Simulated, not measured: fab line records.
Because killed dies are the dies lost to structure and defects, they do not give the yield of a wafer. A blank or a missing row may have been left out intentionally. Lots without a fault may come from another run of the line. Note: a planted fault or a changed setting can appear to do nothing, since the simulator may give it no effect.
2 desks, one fault -- flow sky130 -- only its own numbers are on each desk; what lay behind them is given at the end

== TOOL OWNER'S DESK, litho-track-01 ==
The tool's own readings at SKY_VIA2_DEVELOP_11 (develop time 60 s): means of the sampled wafers that have a number, for each lot that ran on this tool. A lot is out of limits, marked OUT, if its mean lies more than 4 standard deviations from the usual mean; the brackets give that distance.
Columns: A = developer-temp-C at SKY_VIA2_DEVELOP_11, usual 20.99 C
lot,first seen here,A
L415,day 38 00:00,20.98
L416,day 38 10:00,21.02
L420,day 39 16:00,20.89
L425,day 41 06:00,20.29 (-6.4) OUT
L426,day 41 10:00,20.26 (-6.7) OUT
This desk finds L425, L426 out of limits, L425 being first, at day 41 06:00 (developer-temp-C at SKY_VIA2_DEVELOP_11). L415, L416, L420 stayed within limits.

== THE METROLOGY DESK ==
What the gauges read for every lot (on any tool): the sampled wafers with a number, averaged. A lot is out of limits, marked OUT, if its mean lies more than 4 standard deviations from the usual mean; the brackets give that distance.
Columns: A = VIA2_HDPCVD_THK at SKY_VIA2_THK_MEAS_01, usual 1119 nm
lot,first seen here,A
L411,day 35 17:41,1122
L413,day 36 13:06,1126
L415,day 36 22:16,1120
L416,day 37 07:44,1116
L419,day 38 08:14,1104
L420,day 38 16:08,1126
L423,day 39 17:25,1105
L425,day 40 06:07,1121
L426,day 40 10:07,1107
L427,day 40 13:47,1126
L429,day 41 09:01,1134
L431,day 41 23:20,1113
Result from this desk: across the 12 lots, nothing is out of limits.

== TAKEN TOGETHER ==
At day 41 06:00, on L425, L426, the tool owner's desk was in a position to raise an alarm.
Metrology desk: nothing out of limits seen.
The metrology desk has L425, L426 on record, within its limits.
The lots listed all ran SKY_VIA2_DEVELOP_11 on litho-track-01.

== WHAT THE SIMULATOR HAD PUT IN ==
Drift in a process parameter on litho-track-01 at SKY_VIA2_DEVELOP_11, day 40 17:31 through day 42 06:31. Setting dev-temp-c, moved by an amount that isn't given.
Struck lots among those shown: L425, L426.
How many hours passed from the start of the fault until each desk's first out-of-limits reading: the tool owner's desk, 12.
